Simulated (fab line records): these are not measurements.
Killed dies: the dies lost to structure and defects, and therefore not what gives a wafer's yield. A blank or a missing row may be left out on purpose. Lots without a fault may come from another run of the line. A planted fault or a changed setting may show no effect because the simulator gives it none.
Which tool is to blame? :: flow gf180mcu :: 33 wafers from 11 lots sampled at 5 of the route's 602 steps

## WHAT THE GAUGES SHOWED, per wafer
GF_M3_THK_MEAS_06: measures by xrf. Usual: M3_ALCU_THK typically reads 446 nm, with standard deviation 5.4.
lot: L292
measured: day 20 10:31
on: filmMetro-04
M3_ALCU_THK (nm): 441 443 432
flag: 

lot: L294
measured: day 21 14:28
on: filmMetro-03
M3_ALCU_THK (nm): 449 451 452
flag: 

lot: L296
measured: day 22 05:22
on: filmMetro-04
M3_ALCU_THK (nm): 453 450 454
flag: 

lot: L298
measured: day 22 23:38
on: filmMetro-04
M3_ALCU_THK (nm): 446 447 448
flag: 

lot: L302
measured: day 24 14:02
on: filmMetro-03
M3_ALCU_THK (nm): 435 442 445
flag: 

lot: L301
measured: day 24 15:15
on: filmMetro-03
M3_ALCU_THK (nm): 433 444 436
flag: 

lot: L303
measured: day 24 21:37
on: filmMetro-01
M3_ALCU_THK (nm): 448 439 444
flag: 

lot: L304
measured: day 25 01:52
on: filmMetro-04
M3_ALCU_THK (nm): 451 448 451
flag: 

lot: L305
measured: day 25 14:36
on: filmMetro-03
M3_ALCU_THK (nm): 450 456 450
flag: 

lot: L306
measured: day 26 04:56
on: filmMetro-03
M3_ALCU_THK (nm): 442 434 444
flag: 

lot: L308
measured: day 26 14:25
on: filmMetro-01
M3_ALCU_THK (nm): 448 432 443
flag: 

GF_V3_THK_MEAS_03. Usual: V3_CVD_02_THK typically reads 851 nm, with standard deviation 13.
lot: L292
measured: day 21 10:51
on: filmMetro-02
V3_CVD_02_THK (nm): 860 840 850
flag: 

lot: L294
measured: day 22 14:56
on: filmMetro-01
V3_CVD_02_THK (nm): 861 866 857
flag: 

lot: L296
measured: day 23 05:39
on: filmMetro-04
V3_CVD_02_THK (nm): 855 846 865
flag: 

lot: L298
measured: day 23 23:08
on: filmMetro-01
V3_CVD_02_THK (nm): 865 877 860
flag: 

lot: L302
measured: day 25 12:06
on: filmMetro-01
V3_CVD_02_THK (nm): 863 847 853
flag: 

lot: L301
measured: day 25 13:28
on: filmMetro-04
V3_CVD_02_THK (nm): 837 855 865
flag: 

lot: L303
measured: day 25 19:23
on: filmMetro-02
V3_CVD_02_THK (nm): 835 833 858
flag: 

lot: L304
measured: day 25 23:56
on: filmMetro-02
V3_CVD_02_THK (nm): 862 827 878
flag: 

lot: L305
measured: day 26 12:57
on: filmMetro-04
V3_CVD_02_THK (nm): 856 583 866 855 584 865
flag: OFF

lot: L306
measured: day 27 02:37
on: filmMetro-01
V3_CVD_02_THK (nm): 611 857 866 611 857 867
flag: OFF

lot: L308
measured: day 27 12:01
on: filmMetro-04
V3_CVD_02_THK (nm): 594 864 602 594 864 602
flag: OFF

## WHICH TOOL RAN EACH LOT (tool, then ch and the chambers of the sampled wafers, then the start)
lot: L292
GF_V2_SPUTTER_21: pvdSputter-04, day 20 09:27
GF_M3_SPUTTER_03: pvdSputter-04, day 20 10:18
GF_V3_CVD_02: pecvd-04 ch 1,2, day 21 10:45

lot: L294
GF_V2_SPUTTER_21: pvdSputter-03, day 21 13:23
GF_M3_SPUTTER_03: pvdSputter-03, day 21 14:17
GF_V3_CVD_02: pecvd-01 ch 0,2, day 22 14:49

lot: L296
GF_V2_SPUTTER_21: pvdSputter-02, day 22 04:20
GF_M3_SPUTTER_03: pvdSputter-03, day 22 05:11
GF_V3_CVD_02: pecvd-04 ch 0,2, day 23 05:34

lot: L298
GF_V2_SPUTTER_21: pvdSputter-04, day 22 22:35
GF_M3_SPUTTER_03: pvdSputter-03, day 22 23:26
GF_V3_CVD_02: pecvd-03 ch 0,2, day 23 23:02

lot: L302
GF_V2_SPUTTER_21: pvdSputter-03, day 24 13:00
GF_M3_SPUTTER_03: pvdSputter-04, day 24 13:49
GF_V3_CVD_02: pecvd-01 ch 0,1,2, day 25 12:02

lot: L301
GF_V2_SPUTTER_21: pvdSputter-03, day 24 14:11
GF_M3_SPUTTER_03: pvdSputter-04, day 24 15:03
GF_V3_CVD_02: pecvd-03 ch 0,1,2, day 25 13:23

lot: L303
GF_V2_SPUTTER_21: pvdSputter-02, day 24 20:34
GF_M3_SPUTTER_03: pvdSputter-01, day 24 21:25
GF_V3_CVD_02: pecvd-03 ch 0,1,2, day 25 19:19

lot: L304
GF_V2_SPUTTER_21: pvdSputter-02, day 25 00:50
GF_M3_SPUTTER_03: pvdSputter-04, day 25 01:41
GF_V3_CVD_02: pecvd-03 ch 0,2, day 25 23:52

lot: L305
GF_V2_SPUTTER_21: pvdSputter-04, day 25 13:34
GF_M3_SPUTTER_03: pvdSputter-01, day 25 14:25
GF_V3_CVD_02: pecvd-03 ch 0,2, day 26 12:52

lot: L306
GF_V2_SPUTTER_21: pvdSputter-04, day 26 03:53
GF_M3_SPUTTER_03: pvdSputter-04, day 26 04:44
GF_V3_CVD_02: pecvd-03 ch 0,2, day 27 02:32

lot: L308
GF_V2_SPUTTER_21: pvdSputter-02, day 26 13:22
GF_M3_SPUTTER_03: pvdSputter-04, day 26 14:13
GF_V3_CVD_02: pecvd-03 ch 0,2, day 27 11:47
- GF_V2_SPUTTER_21: material Ti, target thk 15 nm, time 80.02 s.
- GF_M3_SPUTTER_03: material Ti, target thk 10 nm, time 6.7 s.
- GF_V3_CVD_02: deposits SiO2 from TEOS, target thk 850 nm, time 94.851 s.

## AS READ BY THE TOOLS THEMSELVES (means over the sampled wafers that have a number; for cases with no such wafer, the mark the record gives instead)
GF_V2_SPUTTER_21. Usual: cathodeDcPowerW 2500.0 W, standard deviation 0.49; throttleValvePct 30.7 %, standard deviation 0.66.
lot: L292
tool: pvdSputter-04
cathodeDcPowerW (W): 2499.6
throttleValvePct (%): 31.0
flag: 

lot: L294
tool: pvdSputter-03
cathodeDcPowerW (W): 2500.1
throttleValvePct (%): 30.7
flag: 

lot: L296
tool: pvdSputter-02
cathodeDcPowerW (W): 2499.9
throttleValvePct (%): 30.1
flag: 

lot: L298
tool: pvdSputter-04
cathodeDcPowerW (W): 2500.2
throttleValvePct (%): 31.0
flag: 

lot: L302
tool: pvdSputter-03
cathodeDcPowerW (W): 2499.9
throttleValvePct (%): 30.7
flag: 

lot: L301
tool: pvdSputter-03
cathodeDcPowerW (W): 2499.9
throttleValvePct (%): 30.8
flag: 

lot: L303
tool: pvdSputter-02
cathodeDcPowerW (W): 2499.8
throttleValvePct (%): 29.9
flag: 

lot: L304
tool: pvdSputter-02
cathodeDcPowerW (W): 2499.8
throttleValvePct (%): 30.7
flag: 

lot: L305
tool: pvdSputter-04
cathodeDcPowerW (W): 2499.5
throttleValvePct (%): 30.5
flag: 

lot: L306
tool: pvdSputter-04
cathodeDcPowerW (W): 2499.4
throttleValvePct (%): 30.4
flag: 

lot: L308
tool: pvdSputter-02
cathodeDcPowerW (W): 2499.8
throttleValvePct (%): 30.2
flag: 

GF_M3_SPUTTER_03. Usual: cathodeDcPowerW 3000.0 W, standard deviation 0.52; throttleValvePct 30.5 %, standard deviation 1.
lot: L292
tool: pvdSputter-04
cathodeDcPowerW (W): 3000.0
throttleValvePct (%): 30.6
flag: 

lot: L294
tool: pvdSputter-03
cathodeDcPowerW (W): 2999.9
throttleValvePct (%): 31.0
flag: 

lot: L296
tool: pvdSputter-03
cathodeDcPowerW (W): 2999.8
throttleValvePct (%): 30.9
flag: 

lot: L298
tool: pvdSputter-03
cathodeDcPowerW (W): 3000.3
throttleValvePct (%): 30.7
flag: 

lot: L302
tool: pvdSputter-04
cathodeDcPowerW (W): 2999.7
throttleValvePct (%): 30.9
flag: 

lot: L301
tool: pvdSputter-04
cathodeDcPowerW (W): 3000.3
throttleValvePct (%): 30.5
flag: 

lot: L303
tool: pvdSputter-01
cathodeDcPowerW (W): 2999.7
throttleValvePct (%): 30.2
flag: 

lot: L304
tool: pvdSputter-04
cathodeDcPowerW (W): 3000.4
throttleValvePct (%): 31.1
flag: 

lot: L305
tool: pvdSputter-01
cathodeDcPowerW (W): 3000.5
throttleValvePct (%): 29.4
flag: 

lot: L306
tool: pvdSputter-04
cathodeDcPowerW (W): 3000.2
throttleValvePct (%): 30.5
flag: 

lot: L308
tool: pvdSputter-04
cathodeDcPowerW (W): 2999.9
throttleValvePct (%): 30.4
flag: 

GF_V3_CVD_02. Usual: heaterPowerW 680 W, standard deviation 80; runLengthS 122.5 s, standard deviation 0.67.
lot: L292
tool: pecvd-04
heaterPowerW (W): 716
runLengthS (s): 122.1
flag: 

lot: L294
tool: pecvd-01
heaterPowerW (W): 692
runLengthS (s): 123.0
flag: 

lot: L296
tool: pecvd-04
heaterPowerW (W): 636
runLengthS (s): 122.1
flag: 

lot: L298
tool: pecvd-03
heaterPowerW (W): 630
runLengthS (s): 122.4
flag: 

lot: L302
tool: pecvd-01
heaterPowerW (W): 652
runLengthS (s): 122.9
flag: 

lot: L301
tool: pecvd-03
heaterPowerW (W): 717
runLengthS (s): 122.3
flag: 

lot: L303
tool: pecvd-03
heaterPowerW (W): 724
runLengthS (s): 122.3
flag: 

lot: L304
tool: pecvd-03
heaterPowerW (W): 665
runLengthS (s): 122.4
flag: 

lot: L305
tool: pecvd-03
heaterPowerW (W): 670
runLengthS (s): 113.2
flag: OFF

lot: L306
tool: pecvd-03
heaterPowerW (W): 622
runLengthS (s): 113.2
flag: OFF

lot: L308
tool: pecvd-03
heaterPowerW (W): 670
runLengthS (s): 104.1
flag: OFF

## THE ANSWER, worked out from the rows above alone
Rule: take the mean of a lot's wafers that have a number; if it is more than 3 standard deviations from the usual mean, the lot is off. Also off: a lot with no number at a reading for which 4 or more lots have one. All remaining lots with rows at the step are treated as sound. Order of review: gauges by route order, followed by the tools' own readings, for which a lot's mean as printed above is used. The first step at which some lot is off is used, and at that step the reading that is off furthest; a lot without a number counts as furthest.
Off: L305, L306, L308, at GF_V3_THK_MEAS_03 (V3_CVD_02_THK).
If a tool, at a process step before that reading, ran all the lots that are off and no sound lot after the first of them, it fits. The gauges at GF_V3_THK_MEAS_03 aren't tried: what is off there is off at GF_V3_CVD_02 too, on other tools, and a gauge's error can't cause that. One candidate fits, namely pecvd-03 at GF_V3_CVD_02. A fault onset in the window from L304 (day 25 23:52, its last sound lot) to L305 (day 26 12:52, its first lot off) fits.
On the lots that are off, the tool's own readings at GF_V3_CVD_02 differ by more than 5 times the standard deviation of the sound lots' means, which bears it out; runLengthS reads 110.2 s there versus 122.4 s on the sound lots.

## WHAT THE SIMULATOR PUT IN
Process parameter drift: pecvd-03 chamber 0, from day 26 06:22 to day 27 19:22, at GF_V3_CVD_02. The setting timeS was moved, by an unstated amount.
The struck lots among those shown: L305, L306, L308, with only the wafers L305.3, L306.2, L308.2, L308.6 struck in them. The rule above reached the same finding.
